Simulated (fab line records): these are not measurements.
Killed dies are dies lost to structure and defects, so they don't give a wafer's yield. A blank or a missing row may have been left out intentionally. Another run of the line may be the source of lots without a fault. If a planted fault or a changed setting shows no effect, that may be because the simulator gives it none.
Which of the tools did it? + flow sky130 + 10 lots with 30 wafers sampled at 3 steps, on a route of 708 steps

== WHAT THE GAUGES READ, wafer by wafer ==
SKY_METAL1_CD_MEAS_15: the cd target is 140 nm.
| lot  | measured     | on        | cd-nm (nm)        |
|------|--------------|-----------|-------------------|
| L417 | day 33 17:37 | cd-sem-01 | 141.8 142.8 142.4 |
| L418 | day 33 19:13 | cd-sem-02 | 140.1 138.1 137.8 |
| L420 | day 34 12:28 | cd-sem-02 | 141.4 141.3 140.5 |
| L422 | day 35 09:23 | cd-sem-01 | 139.0 140.9 139.3 |
| L424 | day 35 16:22 | cd-sem-02 | 142.9 142.8 140.5 |
| L425 | day 36 02:25 | cd-sem-01 | 138.9 137.7 137.8 |
| L432 | day 38 03:58 | cd-sem-02 | 138.3 138.3 138.5 |
| L433 | day 38 04:58 | cd-sem-02 | 139.4 139.4 140.2 |
| L437 | day 39 14:01 | cd-sem-02 | 140.4 140.6 140.5 |
| L438 | day 39 19:37 | cd-sem-02 | 141.8 140.4 141.0 |

== WHAT TOOL EACH LOT RAN ON (gives the tool, then ch and the chambers of the sampled wafers, and finally the start) ==
| lot  | SKY_CONTACT_ETCH_17                | SKY_CONTACT_STRIP_19                 |
|------|------------------------------------|--------------------------------------|
| L417 | rie-diel-02 ch 1,2,3, day 32 13:05 | plasma-asher-01 ch 0,1, day 32 13:13 |
| L418 | rie-diel-02 ch 2,3, day 32 15:08   | plasma-asher-04 ch 0,1, day 32 15:14 |
| L420 | rie-diel-02 ch 0,1, day 33 08:43   | plasma-asher-01 ch 0,1, day 33 08:50 |
| L422 | rie-diel-01 ch 0,3, day 34 05:02   | plasma-asher-01 ch 0,1, day 34 05:08 |
| L424 | rie-diel-02 ch 0,2, day 34 12:23   | plasma-asher-02 ch 0,1, day 34 12:29 |
| L425 | rie-diel-04 ch 0,2, day 34 22:34   | plasma-asher-04 ch 0,1, day 34 22:41 |
| L432 | rie-diel-02 ch 1,2,3, day 37 00:08 | plasma-asher-04 ch 0,1, day 37 00:14 |
| L433 | rie-diel-04 ch 1,2,3, day 37 01:26 | plasma-asher-01 ch 0,1, day 37 01:32 |
| L437 | rie-diel-04 ch 0,2,3, day 38 11:56 | plasma-asher-01 ch 0,1, day 38 12:04 |
| L438 | rie-diel-02 ch 0,2,3, day 38 17:28 | plasma-asher-01 ch 0,1, day 38 17:34 |
- SKY_CONTACT_ETCH_17: etches SiO2 in C4F8/O2/Ar, stops on Si3N4, target depth 340 nm.
- SKY_CONTACT_STRIP_19: strips in O2/N2.

== WHAT THE TOOLS THEMSELVES READ (means of the sampled wafers that have a number; where no wafer has one, the mark that the record gives instead) ==
SKY_CONTACT_ETCH_17.
| lot  | tool        | oes-product-au (a.u.) |
|------|-------------|-----------------------|
| L417 | rie-diel-02 | 0.888                 |
| L418 | rie-diel-02 | 0.891                 |
| L420 | rie-diel-02 | 0.893                 |
| L422 | rie-diel-01 | 0.891                 |
| L424 | rie-diel-02 | 0.893                 |
| L425 | rie-diel-04 | 0.894                 |
| L432 | rie-diel-02 | 0.896                 |
| L433 | rie-diel-04 | 0.892                 |
| L437 | rie-diel-04 | 0.893                 |
| L438 | rie-diel-02 | 0.893                 |

SKY_CONTACT_STRIP_19.
| lot  | tool            | drypump-motor-current-A (A) | o2-flow-sccm (sccm) | oes-product-au (a.u.) | strip-time-to-endpoint-s (s) |
|------|-----------------|-----------------------------|---------------------|-----------------------|------------------------------|
| L417 | plasma-asher-01 | 5.82                        | 3001                | 0.382                 | 3.608                        |
| L418 | plasma-asher-04 | 5.81                        | 2988                | 0.385                 | 3.621                        |
| L420 | plasma-asher-01 | 5.63                        | 2994                | 0.377                 | 3.581                        |
| L422 | plasma-asher-01 | 5.60                        | 2996                | 0.380                 | 3.620                        |
| L424 | plasma-asher-02 | 5.47                        | 2998                | 0.384                 | 3.596                        |
| L425 | plasma-asher-04 | 5.82                        | 2999                | 0.380                 | 3.618                        |
| L432 | plasma-asher-04 | 5.76                        | 3004                | 0.377                 | 3.599                        |
| L433 | plasma-asher-01 | 5.60                        | 3009                | 0.382                 | 3.644                        |
| L437 | plasma-asher-01 | 5.82                        | 2994                | 0.381                 | 3.612                        |
| L438 | plasma-asher-01 | 5.64                        | 2998                | 0.377                 | 3.602                        |

== THE ANSWER, worked out from the rows above alone ==
Rule: the usual values come from the lots themselves. The widest of any qualifying gaps counts: lots, ordered by their means at a reading, are off when they make up no more than a third of the lots, leave a main group of 4 or more, and stand apart from it by 3 or more times the standard deviation of that group's means. The tables above print the reading to a certain number of digits; a main group whose means all agree to those digits is not used. Also off: a lot with no number at a reading for which 4 or more lots have one. The other lots that the step has rows for count as sound. First the gauges in route order, then the tools' own readings, where a lot's mean is used as printed above. The first step at which some lot is off is used, and at that step the reading that is off furthest; a lot without a number counts as furthest.
No lot is off at any reading shown: from this, nothing can be told.

== WHAT THE SIMULATOR HAD PUT IN ==
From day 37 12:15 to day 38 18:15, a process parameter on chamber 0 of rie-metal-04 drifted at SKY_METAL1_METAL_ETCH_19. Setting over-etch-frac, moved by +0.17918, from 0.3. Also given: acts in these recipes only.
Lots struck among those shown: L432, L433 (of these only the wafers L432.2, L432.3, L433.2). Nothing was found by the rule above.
